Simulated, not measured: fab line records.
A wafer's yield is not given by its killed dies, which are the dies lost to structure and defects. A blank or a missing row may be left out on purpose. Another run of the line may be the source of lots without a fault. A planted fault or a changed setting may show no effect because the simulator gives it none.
Check of tool commonality || flow sky130 || 10 lots and 30 wafers in the sample

## THE REASON FOR OPENING IT
SKY_CAP2M_RS_MEAS_03, reading CAP2M_TIN_RS: flagged on 3 of 10 lots. Fault-free wafers read 6.88 ohm/sq, with a standard deviation of 0.06.
Rule: flag the lot when none of its wafers has a number, or when each of its wafers that has one lies beyond 4 standard deviations from that mean. All remaining lots are regarded as sound.

{"lot": "L515", "measured": "day 40 13:52", "on": "film-metro-04", "CAP2M_TIN_RS (ohm/sq), wafer by wafer": "6.80 6.78 6.81", "flag": ""}
{"lot": "L516", "measured": "day 41 02:26", "on": "film-metro-03", "CAP2M_TIN_RS (ohm/sq), wafer by wafer": "6.92 6.81 6.90", "flag": ""}
{"lot": "L517", "measured": "day 41 10:13", "on": "film-metro-04", "CAP2M_TIN_RS (ohm/sq), wafer by wafer": "6.81 6.80 6.81", "flag": ""}
{"lot": "L519", "measured": "day 41 22:31", "on": "film-metro-03", "CAP2M_TIN_RS (ohm/sq), wafer by wafer": "6.93 6.91 6.87", "flag": ""}
{"lot": "L522", "measured": "day 42 19:07", "on": "film-metro-03", "CAP2M_TIN_RS (ohm/sq), wafer by wafer": "6.96 6.95 6.89", "flag": ""}
{"lot": "L525", "measured": "day 43 13:56", "on": "film-metro-04", "CAP2M_TIN_RS (ohm/sq), wafer by wafer": "6.82 6.78 6.85", "flag": ""}
{"lot": "L526", "measured": "day 43 19:06", "on": "film-metro-01", "CAP2M_TIN_RS (ohm/sq), wafer by wafer": "6.77 6.80 6.83", "flag": ""}
{"lot": "L531", "measured": "day 45 04:22", "on": "film-metro-04", "CAP2M_TIN_RS (ohm/sq), wafer by wafer": "8.59 8.58 8.55", "flag": "FLAGGED"}
{"lot": "L533", "measured": "day 45 08:48", "on": "film-metro-04", "CAP2M_TIN_RS (ohm/sq), wafer by wafer": "8.60 8.65 8.67", "flag": "FLAGGED"}
{"lot": "L534", "measured": "day 45 22:56", "on": "film-metro-04", "CAP2M_TIN_RS (ohm/sq), wafer by wafer": "8.70 8.69 8.68", "flag": "FLAGGED"}
Average over the flagged lots: 8.63 ohm/sq; offset from the usual +1.75 ohm/sq, equal to +29 standard deviations.

## EACH LOT AND THE TOOL IT RAN ON
The record holds 3 process steps before the reading, out of a route of 708 steps. Read each cell as the tool, then ch plus the chambers that the sampled wafers visited, then the start.
{"lot": "L515", "flag": "", "SKY_METAL3_DESCUM_15": "rie-metal-04 ch 0,1, day 39 10:28", "SKY_VIA3_STRIP_16": "plasma-asher-01 ch 0,1, day 40 12:16", "SKY_CAP2M_SPUTTER_02": "pvd-sputter-02, day 40 13:46"}
{"lot": "L516", "flag": "", "SKY_METAL3_DESCUM_15": "rie-metal-04 ch 0,1, day 39 23:22", "SKY_VIA3_STRIP_16": "plasma-asher-03 ch 0,1, day 41 00:49", "SKY_CAP2M_SPUTTER_02": "pvd-sputter-02, day 41 02:19"}
{"lot": "L517", "flag": "", "SKY_METAL3_DESCUM_15": "rie-metal-03 ch 0,1, day 40 06:10", "SKY_VIA3_STRIP_16": "plasma-asher-03 ch 0,1, day 41 08:37", "SKY_CAP2M_SPUTTER_02": "pvd-sputter-02, day 41 10:07"}
{"lot": "L519", "flag": "", "SKY_METAL3_DESCUM_15": "rie-metal-01 ch 0,1, day 40 18:10", "SKY_VIA3_STRIP_16": "plasma-asher-02 ch 0, day 41 20:40", "SKY_CAP2M_SPUTTER_02": "pvd-sputter-02, day 41 22:25"}
{"lot": "L522", "flag": "", "SKY_METAL3_DESCUM_15": "rie-metal-01 ch 0,1, day 41 15:25", "SKY_VIA3_STRIP_16": "plasma-asher-01 ch 0,1, day 42 17:31", "SKY_CAP2M_SPUTTER_02": "pvd-sputter-02, day 42 19:00"}
{"lot": "L525", "flag": "", "SKY_METAL3_DESCUM_15": "rie-metal-03 ch 0,1, day 42 11:17", "SKY_VIA3_STRIP_16": "plasma-asher-02 ch 0,1, day 43 12:19", "SKY_CAP2M_SPUTTER_02": "pvd-sputter-01, day 43 13:49"}
{"lot": "L526", "flag": "", "SKY_METAL3_DESCUM_15": "rie-metal-01 ch 0,1, day 42 16:07", "SKY_VIA3_STRIP_16": "plasma-asher-03 ch 0,1, day 43 17:28", "SKY_CAP2M_SPUTTER_02": "pvd-sputter-01, day 43 18:58"}
{"lot": "L531", "flag": "FLAGGED", "SKY_METAL3_DESCUM_15": "rie-metal-04 ch 0,1, day 44 03:11", "SKY_VIA3_STRIP_16": "plasma-asher-02 ch 0, day 45 02:25", "SKY_CAP2M_SPUTTER_02": "pvd-sputter-01, day 45 04:15"}
{"lot": "L533", "flag": "FLAGGED", "SKY_METAL3_DESCUM_15": "rie-metal-04 ch 0,1, day 44 06:53", "SKY_VIA3_STRIP_16": "plasma-asher-03 ch 0,1, day 45 07:07", "SKY_CAP2M_SPUTTER_02": "pvd-sputter-01, day 45 08:40"}
{"lot": "L534", "flag": "FLAGGED", "SKY_METAL3_DESCUM_15": "rie-metal-04 ch 0,1, day 44 22:06", "SKY_VIA3_STRIP_16": "plasma-asher-03 ch 0,1, day 45 21:12", "SKY_CAP2M_SPUTTER_02": "pvd-sputter-01, day 45 22:46"}
What is done by these steps:
- SKY_METAL3_DESCUM_15: chemistry O2, time 8 s.
- SKY_VIA3_STRIP_16: strips in O2/N2.
- SKY_CAP2M_SPUTTER_02: material TiN, target thk 200 nm, time 166.7 s.
- SKY_CAP2M_RS_MEAS_03: measures by four-point-probe.

## FLAGGED AGAINST TOTAL, ONE TOOL AT A TIME (gauges that did the reading follow at the end)
{"step": "SKY_METAL3_DESCUM_15", "tool": "rie-metal-01", "lots run": 3, "flagged": 0, "share of the flagged lots": "none", "sound lots run after its first flagged lot": "-"}
{"step": "SKY_METAL3_DESCUM_15", "tool": "rie-metal-03", "lots run": 2, "flagged": 0, "share of the flagged lots": "none", "sound lots run after its first flagged lot": "-"}
{"step": "SKY_METAL3_DESCUM_15", "tool": "rie-metal-04", "lots run": 5, "flagged": 3, "share of the flagged lots": "all", "sound lots run after its first flagged lot": 0}
{"step": "SKY_VIA3_STRIP_16", "tool": "plasma-asher-01", "lots run": 2, "flagged": 0, "share of the flagged lots": "none", "sound lots run after its first flagged lot": "-"}
{"step": "SKY_VIA3_STRIP_16", "tool": "plasma-asher-02", "lots run": 3, "flagged": 1, "share of the flagged lots": "some", "sound lots run after its first flagged lot": 0}
{"step": "SKY_VIA3_STRIP_16", "tool": "plasma-asher-03", "lots run": 5, "flagged": 2, "share of the flagged lots": "some", "sound lots run after its first flagged lot": 0}
{"step": "SKY_CAP2M_SPUTTER_02", "tool": "pvd-sputter-01", "lots run": 5, "flagged": 3, "share of the flagged lots": "all", "sound lots run after its first flagged lot": 0}
{"step": "SKY_CAP2M_SPUTTER_02", "tool": "pvd-sputter-02", "lots run": 5, "flagged": 0, "share of the flagged lots": "none", "sound lots run after its first flagged lot": "-"}
{"step": "SKY_CAP2M_RS_MEAS_03", "tool": "film-metro-01", "lots run": 1, "flagged": 0, "share of the flagged lots": "none", "sound lots run after its first flagged lot": "-"}
{"step": "SKY_CAP2M_RS_MEAS_03", "tool": "film-metro-03", "lots run": 3, "flagged": 0, "share of the flagged lots": "none", "sound lots run after its first flagged lot": "-"}
{"step": "SKY_CAP2M_RS_MEAS_03", "tool": "film-metro-04", "lots run": 6, "flagged": 3, "share of the flagged lots": "all", "sound lots run after its first flagged lot": 0}

## WHAT THE TABLE PERMITS
Rows of the table that ran every flagged lot, 3 in all: rie-metal-04 at SKY_METAL3_DESCUM_15, pvd-sputter-01 at SKY_CAP2M_SPUTTER_02, film-metro-04 at SKY_CAP2M_RS_MEAS_03.
- rie-metal-04 at SKY_METAL3_DESCUM_15 ran 5 lots, 3 of them flagged. It ran its last sound lot, L516, at day 39 23:22 and its first flagged lot, L531, at day 44 03:11: a fault with its onset between the two fits.
- pvd-sputter-01 at SKY_CAP2M_SPUTTER_02 ran 5 lots, 3 of them flagged. It ran its last sound lot, L526, at day 43 18:58 and its first flagged lot, L531, at day 45 04:15: a fault with its onset between the two fits. Its own readings (cathode-dc-power-W) fall more than 4 standard deviations out on all wafers of the flagged lots.
- film-metro-04 at SKY_CAP2M_RS_MEAS_03 ran 6 lots, 3 of them flagged. It ran its last sound lot, L525, at day 43 13:56 and its first flagged lot, L531, at day 45 04:22: a fault with its onset between the two fits.
Counting lots can't tell these 3 tools apart, because each fits a fault that began at some hour. More lots, or a look at what each step does to the wafer, might.

## WHAT THE SIMULATOR PUT IN
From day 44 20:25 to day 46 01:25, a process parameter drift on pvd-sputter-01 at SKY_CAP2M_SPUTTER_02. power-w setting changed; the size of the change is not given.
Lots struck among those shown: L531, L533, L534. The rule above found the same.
